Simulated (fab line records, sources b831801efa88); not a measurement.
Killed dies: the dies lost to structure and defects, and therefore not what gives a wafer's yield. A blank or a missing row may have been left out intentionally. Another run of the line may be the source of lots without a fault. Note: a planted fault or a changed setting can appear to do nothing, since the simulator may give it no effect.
A struck lot beside a sound one | flow sky130 | 43 out of 708 route steps
Sound: wafers L273.1, L273.5, L273.6. Struck: wafers L285.1, L285.2, L285.5. Last of all comes the cause.
Order at every step that has rows: each side's tool, ch and its chambers, its first start. Under that, the readings that differ: sound wafers | struck wafers | difference of the means | sigmas: that difference in standard deviations of wafers without a fault.
alike: words and numbers the same on both sides, and readings whose means are apart by under 2 such deviations; not compared: readings that were withheld, readings missing a value for some wafer, numbers with overlapping values and no deviation given by the record, and bounds like >300 which may hide the same value.
Wherever a step has rows on one side only, a row that says differs or no value, or a row with sigmas, the two part there. Non-overlapping numbers with no deviation appear without sigmas and do not part them. Lack of a reading on every wafer of one side parts them only where that side has two or more wafers.

SKY_VIA3_SOFTBAKE_08: time 92.91 s.
  sound on lithoTrack-02 ch 0; struck on lithoTrack-04 ch 0
  alike: plateSensorTCentreC, plateSensorTEdgeC
then, 3 steps without rows for these wafers: SKY_VIA3_EXPOSE_09 (exposes mask VIM3, target cd 200 nm); SKY_VIA3_PEB_10; SKY_VIA3_DEVELOP_11 (develop time 60 s).
SKY_VIA3_CD_MEAS_12: target cd 200 nm.
  sound on cdSem-02, day 41 02:22; struck on cdSem-01, day 44 14:32
  alike: cdNm
SKY_VIA3_OVL_MEAS_13:
  sound on overlay-01, day 41 02:29; struck on overlay-01, day 44 14:40
  alike: VIA3_OVL
then, 6 steps without rows for these wafers: SKY_VIA3_ETCH_14 (etches BARC in N2/H2, stops on SiO2, time 45.9 s, target depth 60 nm); SKY_VIA3_ETCH_15 (etches SiO2 in C4F8/O2/Ar, stops on TiN, target depth 507 nm, time 78 s); SKY_VIA3_STRIP_16 (strips in O2/N2); SKY_VIA3_STRIP_17 (strips in post etch residue remover, time 1200 s); SKY_VIA3_CLEAN_18 (cleans in IPA, time 180 s); SKY_VIA3_CLEAN_19 (cleans in O3/DIW).
SKY_VIA3_SPUTTER_20: material TiN, target thk 20 nm, time 80 s.
  sound on pvdSputter-04, day 41 03:13; struck on pvdSputter-04, day 44 15:24
  alike: throttleValvePct
SKY_VIA3_CVD_21: deposits W, target thk 390 nm, time 117.31 s.
  sound on cvdW-02 ch 0,1, day 41 03:16; struck on cvdW-02 ch 0,1, day 44 15:28
  alike: heaterPowerW
SKY_VIA3_RS_MEAS_22: the measuring method here is four-point-probe.
  sound on filmMetro-04, day 41 03:23; struck on filmMetro-02, day 44 15:35
  alike: VIA3_W_RS
SKY_VIA3_THK_MEAS_23: measures by xrf.
  sound on filmMetro-04, day 41 03:31; struck on filmMetro-02, day 44 15:42
  alike: VIA3_W_THK
then, 2 steps without rows for these wafers: SKY_VIA3_CMP_24 (polishes, stops on SiO2, t overpolish 20 s, target thk 0 nm); SKY_METAL4_SPUTTER_00 (material Ti, target thk 15 nm, time 10 s).
SKY_METAL4_SPUTTER_01: material TiN, target thk 20 nm, time 16.7 s.
  sound on pvdSputter-01, day 41 03:54; struck on pvdSputter-02, day 44 16:05
reading              | sound          | struck         | difference | sigmas
throttleValvePct (%) | 30.1 30.0 32.0 | 27.2 29.2 29.4 | -2.1       | -2
then, 4 steps without rows for these wafers: SKY_METAL4_SPUTTER_02 (material AlCu, target thk 735 nm, time 39.1 s); SKY_METAL4_SPUTTER_03 (material Ti, target thk 5 nm, time 3.3 s); SKY_METAL4_SPUTTER_04 (material TiN, target thk 70 nm, time 58.3 s); SKY_CAP2M_CVD_00 (deposits SiO2, target thk 15.5 nm).
SKY_CAP2M_THK_MEAS_01:
  sound on filmMetro-01, day 41 04:03; struck on filmMetro-04, day 44 16:14
  alike: CAP2M_CVD_00_THK
SKY_CAP2M_SPUTTER_02: material TiN, target thk 200 nm, time 166.7 s.
  sound on pvdSputter-04, day 41 04:07; struck on pvdSputter-01, day 44 16:18
  alike: throttleValvePct
SKY_CAP2M_RS_MEAS_03: the measuring method here is four-point-probe.
  sound on filmMetro-04, day 41 04:13; struck on filmMetro-01, day 44 16:25
  alike: CAP2M_TIN_RS
SKY_CAP2M_THK_MEAS_04: measures by xrf.
  sound on filmMetro-04, day 41 04:20; struck on filmMetro-01, day 44 16:32
  alike: CAP2M_TIN_THK
then, 7 steps without rows for these wafers: SKY_CAP2M_DEHYDRATE_05 (time 60 s); SKY_CAP2M_HMDS_06 (prime time 60 s); SKY_CAP2M_COAT_07 (resist thk 1140 nm); SKY_CAP2M_SOFTBAKE_08 (time 60 s); SKY_CAP2M_EXPOSE_09 (exposes mask CAP2M, target cd 1000 nm); SKY_CAP2M_PEB_10; SKY_CAP2M_DEVELOP_11 (develop time 62.02 s).
SKY_CAP2M_OVL_MEAS_12:
  sound on overlay-01, day 42 03:50; struck on overlay-02, day 45 13:55
  alike: CAP2M_OVL
then, 1 step without rows for these wafers: SKY_CAP2M_METAL_ETCH_13 (etches TiN in Cl2/BCl3, stops on SiO2, target depth 220 nm, time 62.9 s).
SKY_CAP2M_STRIP_14: strips in O2/N2.
  sound on plasmaAsher-02 ch 0,1, day 42 03:57; struck on plasmaAsher-01 ch 0,1, day 45 14:02
  alike: drypumpMotorCurrentA, oesProductAu, stripTimeToEndpointS
  not compared: rfHoursCounterH
then, 5 steps without rows for these wafers: SKY_CAP2M_STRIP_15 (strips in post etch residue remover, time 1200 s); SKY_CAP2M_CLEAN_16 (cleans in IPA, time 180 s); SKY_CAP2M_CLEAN_17 (cleans in O3/DIW); SKY_METAL4_DEHYDRATE_05 (time 60 s); SKY_METAL4_HMDS_06 (prime time 60 s).
-- the record jumps here: 4 days lie between the struck wafers' starts before and after (it left off in module METAL4 and takes up again in module PAD_OPEN, whose first step shown is number 708 of the route) --
SKY_PAD_OPEN_PROBE_99:
  sound on prober-01, day 47 00:45; struck on prober-02, day 49 23:29
reading                               | sound              | struck            | difference | sigmas
defectLimitedYield (%)                | 82.7 83.3 82.9     | 76.2 75.8 74.4    | -7.5       | -4
killed_at_M0_to_M3                    | 42 42 50           | 79 74 80          | +33        | +5
killedAtOther                         | 1 1 1              | 0 0 0             | -1         | -2
killedDies                            | 85 82 84           | 117 119 126       | +37        | +4
sort_bin_3_pad_short (%)              | 1.4 1.0 0.4        | 1.8 1.6 1.8       | +0.8       | +2
sort_bin_5_function (%)               | 10.0 9.6 9.3       | 15.4 16.1 16.5    | +6.4       | +5
sortNPass                             | 407 410 408        | 375 373 366       | -37        | -4
sortYieldPct (%)                      | 82.7 83.3 82.9     | 76.2 75.8 74.4    | -7.5       | -4
model.etest.tester.sortNPass          | 407 410 408        | 375 373 366       | -37        | 
model.etest.tester.sortYieldPct (%)   | 82.72 83.33 82.93  | 76.22 75.81 74.39 | -7.52      | 
model.etest.tester.sort_bin_5_pct (%) | 9.959 9.553 9.35   | 15.45 16.06 16.46 | +6.37      | 
model.etest.tester.sort_bin_3_pct (%) | 1.423 1.016 0.4065 | 1.829 1.626 1.829 | +0.813     | 
  alike: killed_at_M4_up, killedAtContacts, killedAtFrontEnd, killedOpen, killedShort, sort_bin_6_memory
  not compared: model.etest.tester.sort_bin_6_pct

## WHERE THEY PART
First at SKY_METAL4_SPUTTER_01; last, within this record, at SKY_PAD_OPEN_PROBE_99.

WHY: the cause the simulator had injected
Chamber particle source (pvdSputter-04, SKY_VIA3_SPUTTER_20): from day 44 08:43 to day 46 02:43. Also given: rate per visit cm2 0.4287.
